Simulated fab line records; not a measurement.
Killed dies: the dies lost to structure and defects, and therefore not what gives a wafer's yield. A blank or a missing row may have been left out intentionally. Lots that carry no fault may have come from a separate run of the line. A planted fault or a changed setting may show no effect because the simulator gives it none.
Which of the tools did it? -- flow gf180mcu -- Sampling: 14 lots, 42 wafers, 5 of 602 route steps

== WHAT THE GAUGES READ, wafer by wafer ==
GF_HV_LDD_CD_MEAS_19: target cd 400 nm.
lot,measured,on,cd nm (nm)
L935,day 10 21:14,cd sem-01,402.6 403.4 404.3
L936,day 11 03:57,cd sem-02,395.7 395.0 397.7
L937,day 11 15:20,cd sem-01,399.7 402.0 402.9
L940,day 12 13:31,cd sem-02,402.5 403.8 402.6
L941,day 12 20:29,cd sem-02,399.3 399.9 400.2
L942,day 13 02:09,cd sem-01,395.4 397.7 395.5
L945,day 14 04:14,cd sem-01,399.2 398.4 399.4
L947,day 15 02:07,cd sem-01,302.0 301.9 301.8 302.8 301.9 301.8
L948,day 15 05:16,cd sem-02,402.8 403.3 402.9
L949,day 15 09:24,cd sem-02,307.7 303.8 305.5 307.7 303.7 305.9
L950,day 15 19:16,cd sem-01,308.2 308.7 306.9 307.8 308.6 306.7
L954,day 17 06:28,cd sem-02,399.6 400.9 402.1
L955,day 17 12:12,cd sem-01,396.8 395.7 396.5
L957,day 18 00:01,cd sem-01,400.6 401.9 399.7

GF_M2_RS_MEAS_05: a four-point-probe measurement.
lot,measured,on,M2_ALCU_RS (ohm/sq)
L935,day 18 09:39,film metro-01,0.0691 0.0686 0.0689
L936,day 18 16:41,film metro-04,0.0702 0.0704 0.0694
L937,day 19 07:27,film metro-01,0.0688 0.0690 0.0689
L940,day 20 11:05,film metro-01,0.0700 0.0698 0.0699
L941,day 20 19:40,film metro-04,0.0695 0.0696 0.0697
L942,day 21 01:32,film metro-02,0.0691 0.0686 0.0696
L945,day 22 06:24,film metro-01,0.0706 0.0703 0.0701
L947,day 23 06:15,film metro-01,0.0697 0.0694 0.0698
L948,day 23 09:21,film metro-01,0.0699 0.0696 0.0698
L949,day 23 16:19,film metro-04,0.0699 0.0701 0.0698
L950,day 24 02:13,film metro-01,0.0691 0.0697 0.0689
L954,day 25 12:55,film metro-02,0.0695 0.0695 0.0694
L955,day 25 17:59,film metro-02,0.0689 0.0686 0.0684
L957,day 26 02:44,film metro-04,0.0701 0.0698 0.0703

GF_M2_OVL_MEAS_15.
lot,measured,on,M2_OVL (nm)
L935,day 19 09:47,overlay-02,-8 -11 -12
L936,day 19 17:28,overlay-02,-1 -2 3
L937,day 20 07:40,overlay-02,0 10 2
L940,day 21 11:11,overlay-01,1 3 0
L941,day 21 19:17,overlay-02,-8 -5 -6
L942,day 22 00:37,overlay-01,1 1 4
L945,day 23 06:11,overlay-02,0 -10 5
L947,day 24 04:52,overlay-02,-1 -2 -1
L948,day 24 07:55,overlay-01,4 7 0
L949,day 24 15:34,overlay-02,8 1 4
L950,day 25 00:38,overlay-02,-16 -19 -13
L954,day 26 09:49,overlay-01,-8 -8 -7
L955,day 26 15:04,overlay-01,1 -6 -3
L957,day 26 23:12,overlay-01,2 -6 -4

== TOOL THAT RAN EACH LOT (tool first, then ch and the chambers of the sampled wafers, then the start) ==
lot,GF_HV_LDD_DEVELOP_18,GF_V1_SPUTTER_22
L935,"litho track-04 ch 0, day 10 21:05","pvd sputter-02, day 18 08:47"
L936,"litho track-01 ch 0, day 11 03:48","pvd sputter-04, day 18 15:50"
L937,"litho track-04 ch 0, day 11 15:11","pvd sputter-02, day 19 06:35"
L940,"litho track-01 ch 0, day 12 13:22","pvd sputter-04, day 20 10:12"
L941,"litho track-04 ch 0, day 12 20:20","pvd sputter-04, day 20 18:47"
L942,"litho track-01 ch 0, day 13 02:00","pvd sputter-04, day 21 00:41"
L945,"litho track-04 ch 0, day 14 04:05","pvd sputter-04, day 22 05:32"
L947,"litho track-01 ch 0, day 15 01:58","pvd sputter-04, day 23 05:23"
L948,"litho track-04 ch 0, day 15 05:08","pvd sputter-04, day 23 08:29"
L949,"litho track-01 ch 0, day 15 09:15","pvd sputter-02, day 23 15:26"
L950,"litho track-01 ch 0, day 15 19:07","pvd sputter-02, day 24 01:20"
L954,"litho track-02 ch 0, day 17 06:20","pvd sputter-02, day 25 12:02"
L955,"litho track-02 ch 0, day 17 12:03","pvd sputter-04, day 25 17:08"
L957,"litho track-04 ch 0, day 17 23:53","pvd sputter-04, day 26 01:50"
- GF_HV_LDD_DEVELOP_18: develop time 60 s.
- GF_V1_SPUTTER_22: material TiN, target thk 10 nm, time 40 s.

== WHAT THE TOOLS THEMSELVES READ (means of the sampled wafers that have a number; where no wafer has one, the mark that the record gives instead) ==
GF_HV_LDD_DEVELOP_18.
lot,tool,exhaust pa (Pa)
L935,litho track-04,44.5
L936,litho track-01,45.0
L937,litho track-04,45.0
L940,litho track-01,44.8
L941,litho track-04,45.2
L942,litho track-01,45.3
L945,litho track-04,44.2
L947,litho track-01,45.3
L948,litho track-04,45.3
L949,litho track-01,45.6
L950,litho track-01,46.0
L954,litho track-02,44.7
L955,litho track-02,45.2
L957,litho track-04,45.2

GF_V1_SPUTTER_22.
lot,tool,throttle valve pct (%)
L935,pvd sputter-02,29.0
L936,pvd sputter-04,29.8
L937,pvd sputter-02,29.6
L940,pvd sputter-04,28.6
L941,pvd sputter-04,29.7
L942,pvd sputter-04,29.8
L945,pvd sputter-04,28.8
L947,pvd sputter-04,28.8
L948,pvd sputter-04,28.0
L949,pvd sputter-02,29.3
L950,pvd sputter-02,28.9
L954,pvd sputter-02,29.6
L955,pvd sputter-04,28.6
L957,pvd sputter-04,29.8

== THE ANSWER, worked out from the rows above alone ==
Rule: the lots themselves supply what counts as usual. Put in order of their means at a reading, lots are off if they are a third of the lots or fewer, leave a main group of 4 or more, and stand apart from it by a gap of 3 or more times the standard deviation of the main group's means; of several such gaps the widest counts. A main group is skipped when, at the precision printed for the reading in the tables above, its means are all equal. A lot without any number at a reading at which 4 lots or more have one is off too. Any other lot the step has rows for is counted as sound. The gauges are gone through in route order, then the tools' own readings, and for those a lot's mean is taken as printed above. At the first step where some lot is off, the reading lying furthest off is the one used; lots without a number count as furthest.
Off: L947, L949, L950 (GF_HV_LDD_CD_MEAS_19, cd nm). For the main group the mean is 400.0 nm and the standard deviation 2.6.
If a tool, at a process step before that reading, ran all the lots that are off and no sound lot after the first of them, it fits. Gauges at GF_HV_LDD_CD_MEAS_19: tried the same way as those tools. One fits: litho track-01 at GF_HV_LDD_DEVELOP_18. Its last sound lot is L942 (day 13 02:00), its first lot that is off L947 (day 15 01:58): a fault that began between those two fits.

== WHAT THE SIMULATOR HAD PUT IN ==
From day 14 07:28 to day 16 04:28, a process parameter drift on litho track-01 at GF_HV_LDD_DEVELOP_18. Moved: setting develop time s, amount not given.
Lots struck among those shown: L947, L949, L950. The same result came from the rule above.
